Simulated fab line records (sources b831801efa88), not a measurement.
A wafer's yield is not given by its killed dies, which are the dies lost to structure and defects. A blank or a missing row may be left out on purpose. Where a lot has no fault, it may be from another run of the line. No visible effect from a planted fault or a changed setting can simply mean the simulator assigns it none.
Split-lot experiment + flow sky130 + route with 708 steps; 5 lots, 23 wafers read

## THE SPLIT ITSELF
At SKY_VT_ADJUST_LVTN_IMPLANT_08, the setting energy_kev was moved away from the recipe's 30 on 9 of the 23 wafers read, by -3.1% to +4.0%. The other wafers ran this setting at the recipe's value.

The reading is taken at the split's own step.

## THE READING
implant.drp_nm (the simulator's own value, which no gauge read), in nm, at SKY_VT_ADJUST_LVTN_IMPLANT_08. No usual value for it is given in the file.

| wafer  | tool, chamber at the split | energy_kev as run | against the recipe | implant.drp_nm, nm | against lot-mates on the recipe |
|--------|----------------------------|-------------------|--------------------|--------------------|---------------------------------|
| L074.2 | implanter-02, 0            | 30                | recipe             | 42.97              | -                               |
| L074.4 | implanter-02, 0            | 30                | recipe             | 42.97              | -                               |
| L074.5 | implanter-02, 0            | 30                | recipe             | 42.97              | -                               |
| L076.1 | implanter-01, 0            | 30                | recipe             | 42.97              | -                               |
| L076.2 | implanter-01, 0            | 30                | recipe             | 42.97              | -                               |
| L076.4 | implanter-01, 0            | 30                | recipe             | 42.97              | -                               |
| L076.5 | implanter-01, 0            | 30                | recipe             | 42.97              | -                               |
| L076.6 | implanter-01, 0            | 30                | recipe             | 42.97              | -                               |
| L081.1 | implanter-04, 0            | 30                | recipe             | 42.97              | -                               |
| L081.5 | implanter-04, 0            | 30                | recipe             | 42.97              | -                               |
| L081.2 | implanter-04, 0            | 31.15             | +3.8%              | 44.16              | +1.19                           |
| L081.3 | implanter-04, 0            | 31.15             | +3.8%              | 44.16              | +1.19                           |
| L081.6 | implanter-04, 0            | 31.15             | +3.8%              | 44.16              | +1.19                           |
| L083.1 | implanter-02, 0            | 30                | recipe             | 42.97              | -                               |
| L083.2 | implanter-02, 0            | 30                | recipe             | 42.97              | -                               |
| L083.3 | implanter-02, 0            | 29.07             | -3.1%              | 41.87              | -1.10                           |
| L083.4 | implanter-02, 0            | 29.07             | -3.1%              | 41.87              | -1.10                           |
| L083.6 | implanter-02, 0            | 29.07             | -3.1%              | 41.87              | -1.10                           |
| L085.1 | implanter-02, 0            | 30                | recipe             | 42.97              | -                               |
| L085.5 | implanter-02, 0            | 30                | recipe             | 42.97              | -                               |
| L085.2 | implanter-02, 0            | 31.19             | +4.0%              | 44.2               | +1.23                           |
| L085.4 | implanter-02, 0            | 31.19             | +4.0%              | 44.2               | +1.23                           |
| L085.6 | implanter-02, 0            | 31.19             | +4.0%              | 44.2               | +1.23                           |

FIT RESULTS
A straight line over all 23 wafers: implant.drp_nm changes by +0.324 nm for each +1% of energy_kev; r = +1.00; the points scatter about the line by 0.037 nm.
The same after taking each lot's own level away (the mean of its wafers on the recipe; 23 wafers): +0.324 nm for each +1%; r = +1.00; scatter 0.037 nm.
On that fit, the largest move of energy_kev shifts the reading by 1.3 nm.
The lots' own levels span 42.970 to 42.970 nm.
The two slopes agree, so the slope changes little with the lot-to-lot level.
Check: for one of the wafers moved furthest among these (+4.0%), held out of the fit, the line's prediction against its lot-mates is +1.26 nm. It came out at +1.23 nm against them.

## THE OTHER SPLITS THESE WAFERS WENT THROUGH
These wafers also went through other splits before the reading. Each is held against what the fit with the lots' levels taken away leaves over:
| other split on the same wafers           | wafers away from the commonest value | r with implant.drp_nm (lot level and that fit taken away) |
|------------------------------------------|--------------------------------------|-----------------------------------------------------------|
| SKY_FIELD_ISO_OXIDATION_01 temp_c        | 15                                   | -0.17                                                     |
| SKY_DNWELL_SOFTBAKE_03 temp_c            | 6                                    | -0.13                                                     |
| SKY_PWDE_COAT_02 resist_thk_nm           | 9                                    | -0.35                                                     |
| SKY_PWDE_IMPLANT_08 energy_kev           | 10                                   | -0.36                                                     |
| SKY_NWELL_IMPLANT_24 energy_kev          | 9                                    | -0.38                                                     |
| SKY_VT_ADJUST_HVTP_COAT_02 resist_thk_nm | 6                                    | -0.26                                                     |
| SKY_VT_ADJUST_HVTP_DEVELOP_06 dev_temp_c | 5                                    | -0.48                                                     |
| SKY_VT_ADJUST_LVTN_SOFTBAKE_03 temp_c    | 10                                   | +0.38                                                     |

## THE WHOLE CHAIN: every reading that the file lists as answering this split, in the file's order
| step                          | what it does | reading                                                         | change (the file's fit)               | r (the file's) |
|-------------------------------|--------------|-----------------------------------------------------------------|---------------------------------------|----------------|
| SKY_VT_ADJUST_LVTN_IMPLANT_08 |              | implant.rp_nm (the simulator's own value, which no gauge read)  | +0.955 nm for each +1% of the setting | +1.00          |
| SKY_VT_ADJUST_LVTN_IMPLANT_08 |              | implant.drp_nm (the simulator's own value, which no gauge read) | +0.321 nm for each +1% of the setting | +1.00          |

## THE FILE'S OWN FIT
implant.drp_nm changes by +0.321 nm for each +1% of energy_kev, r = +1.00.
